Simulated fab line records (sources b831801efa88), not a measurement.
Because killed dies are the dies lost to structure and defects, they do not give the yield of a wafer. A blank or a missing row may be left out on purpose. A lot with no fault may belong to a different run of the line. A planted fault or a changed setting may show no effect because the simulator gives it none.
Which tool was responsible? -- flow gf180mcu -- 39 wafers from 13 lots sampled at 4 of the route's 602 steps

## WHAT EACH GAUGE READ, for each wafer
GF_PASSIVATION_THK_MEAS_03.
lot,measured,on,PASSIVATION_CVD_02_THK (nm)
L848,day 28 01:50,film metro-04,686 700 704
L850,day 28 12:17,film metro-03,695 687 690
L851,day 29 01:41,film metro-03,689 699 699
L852,day 29 12:12,film metro-03,688 710 705
L853,day 29 21:59,film metro-02,697 712 706
L856,day 30 15:20,film metro-04,709 712 709
L861,day 32 00:32,film metro-02,709 720 722
L862,day 32 04:31,film metro-04,687 700 707
L865,day 32 23:54,film metro-04,690 693 697
L866,day 33 03:26,film metro-03,698 714 710
L868,day 33 13:49,film metro-02,690 700 704
L869,day 33 23:03,film metro-03,692 690 695
L871,day 34 07:13,film metro-02,695 702 704

## WHAT TOOL EACH LOT RAN ON (gives the tool, then ch and the chambers of the sampled wafers, and finally the start)
lot,GF_V4_CVD_00,GF_V5_SPUTTER_22,GF_PASSIVATION_CVD_00
L848,"hdpcvd-01 ch 1,2, day 23 07:53","pvd sputter-01, day 27 03:56","pecvd-02 ch 0,1,2, day 28 01:23"
L850,"hdpcvd-01 ch 1,2, day 23 20:29","pvd sputter-02, day 27 13:58","pecvd-01 ch 0,1, day 28 11:52"
L851,"hdpcvd-01 ch 0,1, day 24 12:56","pvd sputter-02, day 28 04:50","pecvd-01 ch 1,2, day 29 01:15"
L852,"hdpcvd-01 ch 0,1,2, day 24 23:02","pvd sputter-03, day 28 15:03","pecvd-04 ch 0,1,2, day 29 11:46"
L853,"hdpcvd-01 ch 0,1,2, day 25 11:33","pvd sputter-03, day 29 01:53","pecvd-01 ch 0,1,2, day 29 21:33"
L856,"hdpcvd-02 ch 0,1,2, day 26 08:03","pvd sputter-01, day 29 18:56","pecvd-04 ch 0,1, day 30 14:55"
L861,"hdpcvd-02 ch 0,1,2, day 27 22:06","pvd sputter-01, day 31 05:20","pecvd-04 ch 1,2, day 32 00:07"
L862,"hdpcvd-02 ch 0,1,2, day 28 01:15","pvd sputter-03, day 31 09:13","pecvd-02 ch 0,1, day 32 04:04"
L865,"hdpcvd-02 ch 0,2, day 28 23:31","pvd sputter-02, day 32 05:11","pecvd-02 ch 0,1,2, day 32 23:28"
L866,"hdpcvd-01 ch 1,2, day 29 04:32","pvd sputter-03, day 32 09:49","pecvd-02 ch 0,1,2, day 33 03:01"
L868,"hdpcvd-02 ch 1,2, day 29 16:20","pvd sputter-03, day 32 19:49","pecvd-04 ch 1,2, day 33 13:22"
L869,"hdpcvd-01 ch 0,2, day 30 02:34","pvd sputter-01, day 33 05:01","pecvd-01 ch 0,1,2, day 33 22:37"
L871,"hdpcvd-02 ch 0,1,2, day 30 13:40","pvd sputter-01, day 33 13:05","pecvd-02 ch 0,1,2, day 34 06:48"
- GF_V4_CVD_00: deposits SiO2, target thk 600 nm, time 100 s.
- GF_V5_SPUTTER_22: material TiN, target thk 10 nm, time 40 s.
- GF_PASSIVATION_CVD_00: deposits SiO2 from TEOS, target thk 1000 nm, time 111.95 s.

## AS READ BY THE TOOLS THEMSELVES (means over the sampled wafers that have a number; for cases with no such wafer, the mark the record gives instead)
GF_V5_SPUTTER_22.
lot,tool,throttle valve pct (%)
L848,pvd sputter-01,30.6
L850,pvd sputter-02,29.1
L851,pvd sputter-02,29.9
L852,pvd sputter-03,29.5
L853,pvd sputter-03,29.5
L856,pvd sputter-01,29.9
L861,pvd sputter-01,30.0
L862,pvd sputter-03,29.2
L865,pvd sputter-02,27.8
L866,pvd sputter-03,30.1
L868,pvd sputter-03,29.6
L869,pvd sputter-01,30.3
L871,pvd sputter-01,30.5

GF_PASSIVATION_CVD_00.
lot,tool,heater power w (W),rf fwd power W (W)
L848,pecvd-02,618,596.9
L850,pecvd-01,696,597.5
L851,pecvd-01,660,596.4
L852,pecvd-04,646,597.0
L853,pecvd-01,726,596.7
L856,pecvd-04,692,596.0
L861,pecvd-04,594,597.9
L862,pecvd-02,672,599.0
L865,pecvd-02,633,598.6
L866,pecvd-02,617,598.9
L868,pecvd-04,688,596.9
L869,pecvd-01,716,596.5
L871,pecvd-02,581,597.8

## THE ANSWER, worked out from the rows above alone
Rule: what is usual is taken from the lots themselves. Put in order of their means at a reading, lots are off if they are a third of the lots or fewer, leave a main group of 4 or more, and stand apart from it by a gap of 3 or more times the standard deviation of the main group's means; of several such gaps the widest counts. Not used: any main group whose means are identical at the precision the tables above print for the reading. Also off: a lot with no number at a reading for which 4 or more lots have one. The other lots that the step has rows for count as sound. The gauges are gone through in route order, then the tools' own readings, and for those a lot's mean is taken as printed above. At the first step where some lot is off, the reading lying furthest off is the one used; lots without a number count as furthest.
No lot is off at any reading shown: from this, nothing can be told.

## WHAT WAS PUT IN BY THE SIMULATOR
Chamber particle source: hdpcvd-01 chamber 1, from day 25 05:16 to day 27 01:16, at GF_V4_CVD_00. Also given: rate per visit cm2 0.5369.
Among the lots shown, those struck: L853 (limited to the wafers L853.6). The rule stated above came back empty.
